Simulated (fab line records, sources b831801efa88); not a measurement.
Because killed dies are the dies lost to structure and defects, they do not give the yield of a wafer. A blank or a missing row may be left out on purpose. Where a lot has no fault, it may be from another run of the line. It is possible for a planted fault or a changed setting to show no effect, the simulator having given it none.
The same fault as seen by 2 desks | flow gf180mcu | what lay behind the numbers comes last; until then each desk has only its own

## METROLOGY DESK
What the gauges read, lot by lot, whatever tool the lot ran on: means of the sampled wafers that have a number. A lot is out of limits, marked OUT, if its mean lies more than 4 standard deviations from the usual mean; the brackets give that distance. 7 of its 9 readings are shown, namely those furthest out on some lot.
Columns: A = CONTACT_W_RS at GF_CONTACT_RS_MEAS_25, usual 0.385 ohm/sq; B = CONTACT_W_THK at GF_CONTACT_THK_MEAS_26, usual 294 nm; C = cd nm at GF_M1_CD_MEAS_14, usual 230.4 nm; D = M1_OVL at GF_M1_OVL_MEAS_15, usual 1 nm; E = V1_CVD_00_THK at GF_V1_THK_MEAS_01, usual 598 nm; F = V1_CVD_02_THK at GF_V1_THK_MEAS_03, usual 852 nm; G = V1_BOW at GF_V1_BOW_MEAS_05, usual 83 um
lot  | first seen here | A     | B   | C     | D  | E   | F   | G
L274 | day 16 11:19    | 0.389 | 294 | 231.2 | 2  | 598 | 849 | 87
L280 | day 18 12:11    | 0.384 | 299 | 228.8 | 3  | 599 | 851 | 77
L283 | day 19 16:20    | 0.380 | 297 | 230.7 | -1 | 603 | 857 | 85
L292 | day 22 20:37    | 0.384 | 292 | 229.1 | -4 | 591 | 875 | 86
L294 | day 23 21:08    | 0.378 | 301 | 228.4 | 6  | 596 | 847 | 70
Result from this desk: across the 5 lots, nothing is out of limits.

## TOOL OWNER'S DESK, pvd sputter-03
At GF_M1_SPUTTER_04 (material TiN, target thk 50 nm, time 41.7 s) the tool's own readings: per lot run on this tool, the mean of the sampled wafers that have a number. A lot is out of limits, marked OUT, if its mean lies more than 4 standard deviations from the usual mean; the brackets give that distance.
Columns: A = throttle valve pct at GF_M1_SPUTTER_04, usual 29.9 %
lot  | first seen here | A
L283 | day 19 17:00    | 29.3
L292 | day 22 21:15    | 29.3
Result from this desk: across the 2 lots, nothing is out of limits.

## TAKEN TOGETHER
Metrology desk: nothing out of limits seen.
The tool owner's desk saw nothing out of limits.

## WHAT THE SIMULATOR HAD PUT IN
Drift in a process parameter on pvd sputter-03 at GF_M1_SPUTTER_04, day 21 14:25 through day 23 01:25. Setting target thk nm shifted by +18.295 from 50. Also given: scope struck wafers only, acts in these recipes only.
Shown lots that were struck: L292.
